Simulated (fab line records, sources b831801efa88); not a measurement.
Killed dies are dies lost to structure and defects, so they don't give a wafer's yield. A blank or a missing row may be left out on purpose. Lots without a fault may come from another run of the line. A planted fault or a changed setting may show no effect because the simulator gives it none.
Problem report in the 8D (eight disciplines) form, filled by code | flow gf180mcu | the parts of the form that need people (team, actions taken, sign-off) are left out

1. THE PROBLEM
NWELL_RS at GF_VT_IMPLANT_RS_MEAS_47 reads a mean of 500.5 ohm/sq on 2 wafers of 2 lots; wafers without a fault read 487.7 ohm/sq with a standard deviation of 1.4. That is +9.1 standard deviations from the usual mean.
The step: measures by four-point-probe.
First seen on wafer L690.1, day 13 04:14, on film_metro-03. The record holds 37 wafers of 13 lots with a number at this step. Rule for "out", or "out of limits": more than 4 standard deviations from the usual mean. The other wafers with a number count as sound.

2. WHAT IT IS AND WHAT IT IS NOT
question                    | is                           | is not
which readings at this step | NWELL_RS                     | -
which lots                  | L690, L691                   | L670, L671, L673, L676, L678, L679, L680, L681, L682, L692, L693
which wafers of those lots  | L690.1, L691.2               | L690.5, L691.4
read on which gauges        | film_metro-01, film_metro-03 | film_metro-04
when                        | from day 13 04:14            | up to then (28 sound wafers); but 7 sound wafers of L691, L692, L693 came after

3. SUSPECTS, AND WHAT RULES EACH OUT
Counting: a tool at a process step up to the reading stays a suspect if it ran every lot that is out. Sound lots after the first of them don't rule it out here, since some wafers of a struck lot are sound.
- the gauge at GF_VT_IMPLANT_RS_MEAS_47: ruled out. The wafers that are out were read on 2 gauges (film_metro-01, film_metro-03).
- implanter-02 at GF_NWELL_IMPLANT_08: kept. It ran every lot that is out, first L690 (day 7 20:47); its last sound lot up to then is L681 (day 5 18:56).
Left after counting: implanter-02 at GF_NWELL_IMPLANT_08.

4. THE CAUSE (what the simulator had put in)
Process parameter drift: implanter-02, from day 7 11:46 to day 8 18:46, at GF_NWELL_IMPLANT_08. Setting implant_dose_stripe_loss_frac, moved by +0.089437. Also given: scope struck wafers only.
Counting left only this tool.

5. THE CHAIN OF EFFECTS, in route order
Each row: a reading whose mean over the struck wafers that have a number lies more than 3 standard deviations from the usual. Only readings for which the record gives a usual standard deviation are gone through. hours: the time from each lot's start at the first step in this table that gives one to its start at this step, as a median over the lots. sigmas: the change in usual standard deviations.
hours | step                     | reading  | usual        | on struck wafers | change | sigmas
0     | GF_NWELL_TW_MEAS_11      | NWELL_TW | 1573         | 1548             | -25    | -3.2
128   | GF_VT_IMPLANT_RS_MEAS_47 | NWELL_RS | 487.7 ohm/sq | 500.5            | +12.8  | +9.1

6. WHAT WOULD HAVE CAUGHT IT SOONER
In this record the first reading out of limits at a measuring or inspecting step was taken at day 13 04:14, 136 hours after the fault began at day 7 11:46.
All the lots that are out (2) had begun GF_NWELL_IMPLANT_08 on implanter-02 by day 13 04:14. A hold on the tool at that time would have spared none of them.
